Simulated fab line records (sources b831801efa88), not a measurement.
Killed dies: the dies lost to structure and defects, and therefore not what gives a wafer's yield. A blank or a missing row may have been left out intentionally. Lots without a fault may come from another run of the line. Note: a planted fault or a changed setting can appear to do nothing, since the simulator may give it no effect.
Chamber matching ; flow gf180mcu ; 4 sister chambers for GF_CONTACT_CMP_04 on cmp-01
The step polishes SiO2. 4 wafers are shown with their chamber, then 12 later ones without.

## WAFERS, EACH WITH ITS CHAMBER
wafer;chamber;motor_current_A (A)
L092.1;1;11.4
L092.2;0;14.0
L093.5;3;13.0
L093.6;2;10.1

## WAFERS WITHOUT THEIR CHAMBER
wafer;motor_current_A (A)
L094.1;10.6
L094.2;13.5
L094.5;13.2
L095.1;13.0
L095.2;10.9
L095.4;10.4
L096.1;11.2
L096.2;10.4
L096.3;13.5
L096.4;13.5
L096.5;10.6
L096.6;13.5

## WHICH CHAMBER EACH WENT THROUGH
wafer;from the rows above;in truth
L094.1;can't be placed: 2 or 1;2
L094.2;can't be placed: 0 or 3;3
L094.5;can't be placed: 3 or 0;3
L095.1;3;3
L095.2;can't be placed: 1 or 2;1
L095.4;can't be placed: 2 or 1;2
L096.1;1;1
L096.2;can't be placed: 2 or 1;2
L096.3;can't be placed: 0 or 3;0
L096.4;can't be placed: 0 or 3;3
L096.5;can't be placed: 2 or 1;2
L096.6;can't be placed: 0 or 3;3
Correct placement for 2 of the 12. Can't be placed from these rows: 10 (the true chamber is among the candidates in 10). Placed wrongly: 0.
How it was worked out, from the rows above alone: a wafer's distance from a chamber is the root of the sum, over the readings, of the square of ((its reading less the chamber's mean) divided by the reading's scatter). The wafer belongs to the nearest chamber; if the next one is less than 2 further off, it can't be placed. The mean given for a chamber averages the wafers shown for that chamber. The scatter (one wafer shown for each chamber): square how far every hidden wafer sits from the nearest shown wafer, average those squares and take the square root.
